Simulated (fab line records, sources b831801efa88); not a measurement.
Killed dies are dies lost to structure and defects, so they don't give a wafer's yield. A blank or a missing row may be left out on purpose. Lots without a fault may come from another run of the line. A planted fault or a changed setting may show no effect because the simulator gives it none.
Which tool did it? | flow gf180mcu | 7 lots, 21 wafers sampled, at 1 step of a route of 602

WHAT THE GAUGES READ, wafer by wafer
GF_CONTACT_OVL_MEAS_15.
lot  | measured     | on         | CONTACT_OVL (nm)
L459 | day 16 06:35 | overlay-01 | 0 10 0
L462 | day 17 15:13 | overlay-02 | 3 0 -2
L464 | day 18 15:31 | overlay-01 | -1 -11 -3
L466 | day 19 15:29 | overlay-02 | 4 -2 5
L468 | day 20 00:32 | overlay-01 | -3 -4 -5
L472 | day 21 11:47 | overlay-01 | -6 -8 1
L480 | day 24 02:29 | overlay-02 | -1 -3 -5

WHICH TOOL RAN EACH LOT (tool, then ch and the chambers of the sampled wafers, then the start)
The record holds no process step before these readings.

THE ANSWER, worked out from the rows above alone
Rule: what is usual is taken from the lots themselves. Put in order of their means at a reading, lots are off if they are a third of the lots or fewer, leave a main group of 4 or more, and stand apart from it by a gap of 3 or more times the standard deviation of the main group's means; of several such gaps the widest counts. A main group whose means are all the same, to the digits that the tables above print for the reading, isn't used. A lot without any number at a reading at which 4 lots or more have one is off too. The other lots that the step has rows for count as sound.
No lot is off at any reading shown: from this, nothing can be told.

WHAT THE SIMULATOR HAD PUT IN
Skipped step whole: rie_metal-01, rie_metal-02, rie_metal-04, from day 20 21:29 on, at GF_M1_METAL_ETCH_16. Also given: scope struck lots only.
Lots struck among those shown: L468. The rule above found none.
